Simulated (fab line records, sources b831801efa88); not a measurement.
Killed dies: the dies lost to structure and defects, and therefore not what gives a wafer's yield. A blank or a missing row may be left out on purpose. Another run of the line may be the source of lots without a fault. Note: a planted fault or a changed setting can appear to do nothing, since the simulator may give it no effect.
Chamber matching ; flow gf180mcu ; GF_V2_CMP_04 on cmp-02: 4 sister chambers
The step polishes SiO2. 4 wafers are shown with their chamber, then 8 later ones without.

== WAFERS WITH THEIR CHAMBER ==
wafer;chamber;motor-current-A (A)
L533.3;0;13.0
L533.6;1;14.0
L535.5;3;12.7
L536.1;2;10.9

== WAFERS WITH NO CHAMBER GIVEN ==
wafer;motor-current-A (A)
L536.3;12.3
L536.6;12.4
L539.1;13.2
L539.3;11.7
L539.6;13.0
L540.1;10.6
L540.2;13.7
L540.4;11.6

== CHAMBER TAKEN BY EACH ==
wafer;from the rows above;in truth
L536.3;can't be placed: 3 or 0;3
L536.6;can't be placed: 3 or 0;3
L539.1;can't be placed: 0 or 3 or 1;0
L539.3;can't be placed: 2 or 3 or 0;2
L539.6;can't be placed: 0 or 3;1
L540.1;2;2
L540.2;can't be placed: 1 or 0 or 3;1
L540.4;can't be placed: 2 or 3 or 0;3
Correct placement for 1 of the 8. Can't be placed from these rows: 7 (the true chamber is among the candidates in 6). 0 placed wrongly.
How it was worked out, from the rows above alone: a wafer's distance from a chamber is the root of the sum, over the readings, of the square of ((its reading less the chamber's mean) divided by the reading's scatter). If the next closest chamber is less than 2 further off than the closest, the wafer can't be placed; otherwise it belongs to the closest. A chamber's mean is the mean of its shown wafers. The scatter: root of mean squared gap, hidden wafer to nearest shown wafer, with one shown wafer a chamber.
